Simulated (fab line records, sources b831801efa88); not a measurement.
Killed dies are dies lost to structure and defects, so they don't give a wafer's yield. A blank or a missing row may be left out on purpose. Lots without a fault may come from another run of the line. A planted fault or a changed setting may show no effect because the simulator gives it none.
A struck lot beside a sound one | flow sky130 | 16 steps out of a route of 708
Sound: wafers L987.1, L987.2, L987.6. Struck: wafers L996.1, L996.3, L996.5. The cause comes at the end.
At each step with rows: each side's tool, then ch and its chambers, then its first start. Under that, the readings that differ: sound wafers | struck wafers | difference of the means | sigmas: that difference in standard deviations of wafers without a fault.
alike: readings whose means differ by less than 2 such deviations, and words and numbers that are the same on both sides. not compared: withheld readings, readings that some wafer has no value for, bounds like >300 that may hide the same value, and numbers for which the record gives no deviation and whose values overlap.
The two part at a step that has a row with sigmas, a row that says differs or no value, or rows on one side only. Numbers that don't overlap but have no deviation are shown without sigmas and don't part them. A reading that every wafer of one side lacks parts them only if that side has two wafers or more.

SKY_POLY_CUT_ETCH_10: etches BARC in N2/H2, stops on SiO2, time 45.9 s, target depth 60 nm.
  sound on rie_diel-01 ch 1,2, day 23 22:56; struck on rie_diel-01 ch 0,1, day 27 17:38
  alike: drypump_motor_current_A, oes_product_au, rf_fwd_power_W, throttle_valve_pct
  not compared: rf_hours_counter_h
SKY_POLY_CUT_ETCH_11: etches Si3N4 in CF4/CH2F2/Ar, stops on poly-Si, time 42.5 s, target depth 60 nm.
  sound on rie_diel-01 ch 1,2, day 23 22:58; struck on rie_diel-01 ch 0,1, day 27 17:40
  alike: drypump_motor_current_A, oes_product_au, rf_fwd_power_W, throttle_valve_pct
  not compared: rf_hours_counter_h
SKY_POLY_CUT_STRIP_12: strips in O2/N2.
  sound on plasma_asher-03 ch 0,1, day 23 23:01; struck on plasma_asher-02 ch 0, day 27 17:43
  alike: drypump_motor_current_A, oes_product_au, strip_time_to_endpoint_s
  not compared: rf_hours_counter_h
then, 7 steps without rows for these wafers: SKY_SD_P_DEHYDRATE_00 (time 60 s); SKY_SD_P_HMDS_01 (prime time 60 s); SKY_SD_P_COAT_02 (resist thk 1140 nm); SKY_SD_P_SOFTBAKE_03 (time 60 s); SKY_SD_P_EXPOSE_04 (exposes mask PSDM, target cd 380 nm); SKY_SD_P_PEB_05; SKY_SD_P_DEVELOP_06 (develop time 60 s).
SKY_SD_P_CD_MEAS_07: target cd 380 nm.
  sound on cd_sem-02, day 25 04:40; struck on cd_sem-01, day 28 21:33
  alike: cd_nm
SKY_SD_P_OVL_MEAS_08:
  sound on overlay-02, day 25 04:47; struck on overlay-01, day 28 21:40
  alike: SD_P_OVL
SKY_SD_P_IMPLANT_09:
  sound on implanter-01 ch 0, day 25 04:49; struck on implanter-02 ch 0, day 28 21:43
  reading       | sound                     | struck                        | difference | sigmas
  dose_ions_cm2 | 2.998e+15 3e+15 3.007e+15 | 3.144e+15 3.144e+15 3.144e+15 | +1.423e+14 | +40
  alike: faraday_current_uA
SKY_SD_P_STRIP_10: strips in O2/N2.
  sound on plasma_asher-02 ch 0,1, day 25 04:58; struck on plasma_asher-01 ch 0, day 28 21:52
  reading                      | sound             | struck            | difference | sigmas
  strip_time_to_endpoint_s (s) | 17.53 17.48 17.46 | 17.63 17.63 17.62 | +0.14      | +3
  alike: drypump_motor_current_A, oes_product_au
  not compared: rf_hours_counter_h
SKY_SD_P_TW_MEAS_11:
  sound on film_metro-01, day 25 05:04; struck on film_metro-03, day 28 21:58
  alike: SD_P_TW
-- the record jumps here: 19 days lie between the struck wafers' starts before and after (it left off in module SD_P and takes up again in module PAD_OPEN, whose first step shown is number 708 of the route) --
SKY_PAD_OPEN_PROBE_99:
  sound on prober-02, day 45 15:35; struck on prober-01, day 48 05:49
  alike: killed_at_M0_to_M3, killed_at_M4_up, killed_at_contacts, killed_at_front_end, killed_at_other, killed_dies, killed_open, killed_short
  not compared: model.etest.res_high_po.line_ohm_um, model.etest.licon_high_po.rc_ohm, model.etest.res_high_po.rs_ohm_sq

WHERE THEY PART
First at SKY_SD_P_IMPLANT_09; last, within this record, at SKY_SD_P_STRIP_10. Later steps at which nothing parts them and some readings are alike: SKY_SD_P_TW_MEAS_11, SKY_PAD_OPEN_PROBE_99.

WHY: what the simulator had put in
Process parameter drift: implanter-02, from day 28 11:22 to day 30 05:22, at SKY_SD_P_IMPLANT_09. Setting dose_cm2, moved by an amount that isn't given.
